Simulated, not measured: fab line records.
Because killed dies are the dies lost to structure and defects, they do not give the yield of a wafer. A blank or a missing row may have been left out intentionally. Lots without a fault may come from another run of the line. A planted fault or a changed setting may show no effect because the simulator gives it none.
Commonality check across tools -- flow sky130 -- 12 lots, 39 wafers sampled

## WHY THIS WAS OPENED
1 of 12 lots carry a flag on the reading VT_ADJUST_PCH_TW at SKY_VT_ADJUST_PCH_TW_MEAS_10. Fault-free wafers read 141.7, with a standard deviation of 0.84.
Rule: flag the lot when none of its wafers has a number, or when each of its wafers that has one lies beyond 4 standard deviations from that mean. As for the other lots, they are considered sound.

lot,measured,on,"VT_ADJUST_PCH_TW, wafer by wafer",flag
L740,day 11 13:45,filmMetro-04,30.0 29.8 29.9 29.7 29.8 29.9,FLAGGED
L741,day 11 18:44,filmMetro-04,142.1 141.6 141.7,
L742,day 12 05:33,filmMetro-04,141.6 141.3 140.5,
L743,day 12 17:06,filmMetro-04,141.6 141.0 140.4,
L747,day 13 15:15,filmMetro-04,140.9 140.7 141.4,
L748,day 13 21:17,filmMetro-03,141.7 141.4 142.3,
L750,day 14 07:39,filmMetro-04,141.0 141.3 140.9,
L753,day 15 07:40,filmMetro-03,143.7 144.0 143.5,
L754,day 15 12:32,filmMetro-04,141.7 142.4 142.2,
L755,day 15 23:51,filmMetro-04,141.6 142.2 141.7,
L757,day 16 16:50,filmMetro-01,141.6 141.5 141.4,
L760,day 17 16:26,filmMetro-03,143.0 143.2 142.9,
On average the flagged lots read 29.9, which is -111.8 against the usual, or -99 or more standard deviations.

## EACH LOT AND THE TOOL IT RAN ON
The record holds 2 process steps before the reading, out of a route of 708 steps. Every cell lists first the tool, next ch and the chambers used by the sampled wafers, and last the start.
lot,flag,SKY_VT_ADJUST_NCORE_STRIP_10,SKY_VT_ADJUST_PCH_EXPOSE_04
L740,FLAGGED,"plasmaAsher-03 ch 0,1, day 9 16:39","ilineStepper-01 ch 0, day 11 02:21"
L741,,"plasmaAsher-03 ch 1, day 9 21:13","ilineStepper-01 ch 0, day 11 07:21"
L742,,"plasmaAsher-04 ch 0,1, day 10 07:42","ilineStepper-02 ch 0, day 11 18:17"
L743,,"plasmaAsher-04 ch 0,1, day 10 18:31","ilineStepper-02 ch 0, day 12 04:38"
L747,,"plasmaAsher-03 ch 0,1, day 11 14:39","ilineStepper-01 ch 0, day 13 01:41"
L748,,"plasmaAsher-04 ch 0,1, day 11 20:16","ilineStepper-01 ch 0, day 13 08:58"
L750,,"plasmaAsher-04 ch 0,1, day 12 04:43","ilineStepper-01 ch 0, day 13 19:06"
L753,,"plasmaAsher-04 ch 0,1, day 13 02:42","ilineStepper-01 ch 0, day 14 19:02"
L754,,"plasmaAsher-01 ch 0,1, day 13 09:07","ilineStepper-02 ch 0, day 14 23:17"
L755,,"plasmaAsher-01 ch 0,1, day 13 18:20","ilineStepper-01 ch 0, day 15 09:23"
L757,,"plasmaAsher-01 ch 0,1, day 14 10:28","ilineStepper-02 ch 0, day 16 03:15"
L760,,"plasmaAsher-04 ch 0,1, day 15 07:24","ilineStepper-01 ch 0, day 17 01:54"
What these steps do:
- SKY_VT_ADJUST_NCORE_STRIP_10: strips in O2/N2.
- SKY_VT_ADJUST_PCH_EXPOSE_04: exposes mask NWM, target cd 840 nm.
- SKY_VT_ADJUST_PCH_TW_MEAS_10

## FLAGGED AGAINST TOTAL, ONE TOOL AT A TIME (gauges that did the reading follow at the end)
step,tool,lots run,flagged,share of the flagged lots,sound lots run after its first flagged lot
SKY_VT_ADJUST_NCORE_STRIP_10,plasmaAsher-01,3,0,none,-
SKY_VT_ADJUST_NCORE_STRIP_10,plasmaAsher-03,3,1,all,"2 (L741,L747)"
SKY_VT_ADJUST_NCORE_STRIP_10,plasmaAsher-04,6,0,none,-
SKY_VT_ADJUST_PCH_EXPOSE_04,ilineStepper-01,8,1,all,"7 (L741,L747,L748,L750,L753,L755,L760)"
SKY_VT_ADJUST_PCH_EXPOSE_04,ilineStepper-02,4,0,none,-
SKY_VT_ADJUST_PCH_TW_MEAS_10,filmMetro-01,1,0,none,-
SKY_VT_ADJUST_PCH_TW_MEAS_10,filmMetro-03,3,0,none,-
SKY_VT_ADJUST_PCH_TW_MEAS_10,filmMetro-04,8,1,all,"7 (L741,L742,L743,L747,L750,L754,L755)"

## WHAT IS ALLOWED BY THE TABLE
Every flagged lot was run by 3 rows of the table: plasmaAsher-03 at SKY_VT_ADJUST_NCORE_STRIP_10, ilineStepper-01 at SKY_VT_ADJUST_PCH_EXPOSE_04 and filmMetro-04 at SKY_VT_ADJUST_PCH_TW_MEAS_10.
- plasmaAsher-03 at SKY_VT_ADJUST_NCORE_STRIP_10 ran 3 lots, 1 of them flagged. Sound lots followed the first flagged one (L741, L747) on it, something a lasting fault affecting the whole tool could not allow.
- ilineStepper-01 at SKY_VT_ADJUST_PCH_EXPOSE_04 ran 8 lots, 1 of them flagged. Sound lots followed the first flagged one (L741, L747, L748, L750, L753, L755, L760) on it, something a lasting fault affecting the whole tool could not allow.
- filmMetro-04 at SKY_VT_ADJUST_PCH_TW_MEAS_10 ran 8 lots, 1 of them flagged. Sound lots followed the first flagged one (L741, L742, L743, L747, L750, L754, L755) on it, something a lasting fault affecting the whole tool could not allow.
Not one row of the table ran every flagged lot while running no sound lot after the first.

## WHAT THE SIMULATOR HAD PUT IN
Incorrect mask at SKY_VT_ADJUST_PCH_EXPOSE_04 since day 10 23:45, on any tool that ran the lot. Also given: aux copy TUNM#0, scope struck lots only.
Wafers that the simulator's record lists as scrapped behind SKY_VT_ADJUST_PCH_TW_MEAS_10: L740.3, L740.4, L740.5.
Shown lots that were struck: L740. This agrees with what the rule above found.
